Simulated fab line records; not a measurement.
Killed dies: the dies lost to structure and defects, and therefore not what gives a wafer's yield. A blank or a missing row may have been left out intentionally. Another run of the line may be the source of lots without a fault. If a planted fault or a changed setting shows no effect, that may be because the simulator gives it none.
Matching of chambers | flow sky130 | SKY_CONTACT_ETCH_17 on rie diel-01: 4 sister chambers
The step etches SiO2 in C4F8/O2/Ar, stops on Si3N4, target depth 340 nm. 8 wafers are shown with their chamber, then 12 later ones without.

## WAFERS PAIRED WITH THEIR CHAMBERS
wafer  | chamber | oes product au (a.u.)
L078.3 | 2       | 0.888
L079.2 | 3       | 0.895
L086.1 | 2       | 0.897
L086.2 | 1       | 0.897
L086.3 | 0       | 0.893
L086.4 | 3       | 0.892
L086.5 | 1       | 0.880
L086.6 | 0       | 0.891

## WAFERS MISSING THEIR CHAMBER
wafer  | oes product au (a.u.)
L090.2 | 0.891
L090.3 | 0.904
L090.5 | 0.896
L093.3 | 0.891
L093.4 | 0.892
L093.5 | 0.900
L095.1 | 0.891
L095.2 | 0.891
L095.3 | 0.892
L095.4 | 0.886
L095.5 | 0.900
L095.6 | 0.891

## WHICH CHAMBER EACH ONE RAN IN
wafer  | from the rows above               | in truth
L090.2 | can't be placed: 0 or 2 or 1 or 3 | 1
L090.3 | can't be placed: 3 or 2 or 0 or 1 | 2
L090.5 | can't be placed: 3 or 2 or 0 or 1 | 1
L093.3 | can't be placed: 0 or 2 or 1 or 3 | 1
L093.4 | can't be placed: 0 or 2 or 3 or 1 | 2
L093.5 | can't be placed: 3 or 2 or 0 or 1 | 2
L095.1 | can't be placed: 0 or 2 or 1 or 3 | 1
L095.2 | can't be placed: 0 or 2 or 1 or 3 | 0
L095.3 | can't be placed: 0 or 2 or 3 or 1 | 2
L095.4 | can't be placed: 1 or 0 or 2 or 3 | 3
L095.5 | can't be placed: 3 or 2 or 0 or 1 | 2
L095.6 | can't be placed: 0 or 2 or 1 or 3 | 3
Correct placement for 0 of the 12. Can't be placed from these rows: 12 (the true chamber is among the candidates in 12). Placed wrongly: 0.
How it was worked out, from the rows above alone: a wafer's distance from a chamber is the root of the sum, over the readings, of the square of ((its reading less the chamber's mean) divided by the reading's scatter). The wafer belongs to the nearest chamber; if the next one is less than 2 further off, it can't be placed. A chamber's mean is the mean of its shown wafers. The scatter: take each reading less its chamber's mean, square it, sum over the shown wafers, divide by the number of wafers less the number of chambers, and take the root.
